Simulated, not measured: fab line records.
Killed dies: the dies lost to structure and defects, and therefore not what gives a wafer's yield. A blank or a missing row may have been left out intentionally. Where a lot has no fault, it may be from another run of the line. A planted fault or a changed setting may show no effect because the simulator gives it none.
Split-lot trial | flow gf180mcu | on a route of 602 steps: 5 lots, 23 wafers read

## THE SPLIT ITSELF
At GF_V4_SPUTTER_21 (material Ti, target thk 15 nm, time 80.02 s), the setting timeS was moved away from the recipe's 80.02 s on 8 of the 23 wafers read, by -12.8% to +13.2%. The other wafers ran this setting at the recipe's value.

Reading taken at the split's own step.

## THE READING
Ti_of_V4_SPUTTER_21.thkNm (the simulator's own value, which no gauge read), in nm, at GF_V4_SPUTTER_21 (material Ti, target thk 15 nm, time 80.02 s). The file gives no usual value for it. Here, 15 wafers ran the recipe; their average is 15.00 nm with a standard deviation of 0.19 nm.

wafer  | tool, chamber at the split | timeS as run, s | against the recipe | Ti_of_V4_SPUTTER_21.thkNm, nm | against lot-mates on the recipe
L076.1 | pvdSputter-03, -           | 85.53           | +6.9%              | 16.05                         | +1.15
L076.2 | pvdSputter-03, -           | 85.53           | +6.9%              | 16.09                         | +1.19
L076.3 | pvdSputter-03, -           | 80.02           | recipe             | 14.63                         | -
L076.5 | pvdSputter-03, -           | 85.53           | +6.9%              | 16.01                         | +1.11
L076.6 | pvdSputter-03, -           | 80.02           | recipe             | 15.17                         | -
L078.1 | pvdSputter-03, -           | 80.02           | recipe             | 14.93                         | -
L078.2 | pvdSputter-03, -           | 80.02           | recipe             | 14.6                          | -
L078.3 | pvdSputter-03, -           | 80.02           | recipe             | 15.02                         | -
L078.4 | pvdSputter-03, -           | 80.02           | recipe             | 15.2                          | -
L078.6 | pvdSputter-03, -           | 80.02           | recipe             | 15                            | -
L080.1 | pvdSputter-03, -           | 80.02           | recipe             | 15.19                         | -
L080.3 | pvdSputter-03, -           | 80.02           | recipe             | 14.82                         | -
L080.5 | pvdSputter-03, -           | 80.02           | recipe             | 14.93                         | -
L081.1 | pvdSputter-02, -           | 69.81           | -12.8%             | 13.1                          | -1.96
L081.2 | pvdSputter-02, -           | 80.02           | recipe             | 15.11                         | -
L081.3 | pvdSputter-02, -           | 69.81           | -12.8%             | 13.25                         | -1.81
L081.4 | pvdSputter-02, -           | 80.02           | recipe             | 15                            | -
L081.6 | pvdSputter-02, -           | 80.02           | recipe             | 15.07                         | -
L085.1 | pvdSputter-01, -           | 90.6            | +13.2%             | 17.27                         | +2.07
L085.2 | pvdSputter-01, -           | 80.02           | recipe             | 15.16                         | -
L085.3 | pvdSputter-01, -           | 80.02           | recipe             | 15.24                         | -
L085.5 | pvdSputter-01, -           | 90.6            | +13.2%             | 17.14                         | +1.94
L085.6 | pvdSputter-01, -           | 90.6            | +13.2%             | 17.34                         | +2.14

FIT RESULTS
A straight line over all 23 wafers: Ti_of_V4_SPUTTER_21.thkNm changes by +0.157 nm for each +1% of timeS; r = +0.99; the points scatter about the line by 0.18 nm.
The same after taking each lot's own level away (the mean of its wafers on the recipe; 23 wafers): +0.154 nm for each +1%; r = +0.99; scatter 0.15 nm.
According to that fit, moving timeS by its largest amount changes the reading by 2 nm.
The span of the lots' own levels, 14.900 to 15.200 nm, comes to 1.6 times the standard deviation stated above.
Hence the lot-to-lot level has little effect on the slope; both slopes agree.
Check: +2.05 nm against its lot-mates is what the line predicts for one of the wafers moved furthest among these (+13.2%) when that wafer is left out of the fit. Against them it came out at +2.07 nm.

## OTHER SPLITS ON THESE WAFERS
Before the reading, these wafers also passed through other splits. Each is held against what the fit with the lots' levels taken away leaves over:
other split on the same wafers | wafers away from the commonest value | r with Ti_of_V4_SPUTTER_21.thkNm (lot level and that fit taken away)
GF_V3_CVD_23 tempC             | 11                                   | -0.08
GF_M4_SPUTTER_00 timeS         | 9                                    | -0.25
GF_M4_METAL_ETCH_16 timeS      | 10                                   | -0.15
GF_V4_COAT_09 resistThkNm      | 6                                    | -0.02

## FILE'S OWN FIT
Ti_of_V4_SPUTTER_21.thkNm changes by +0.153 nm for each +1% of timeS, r = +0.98.
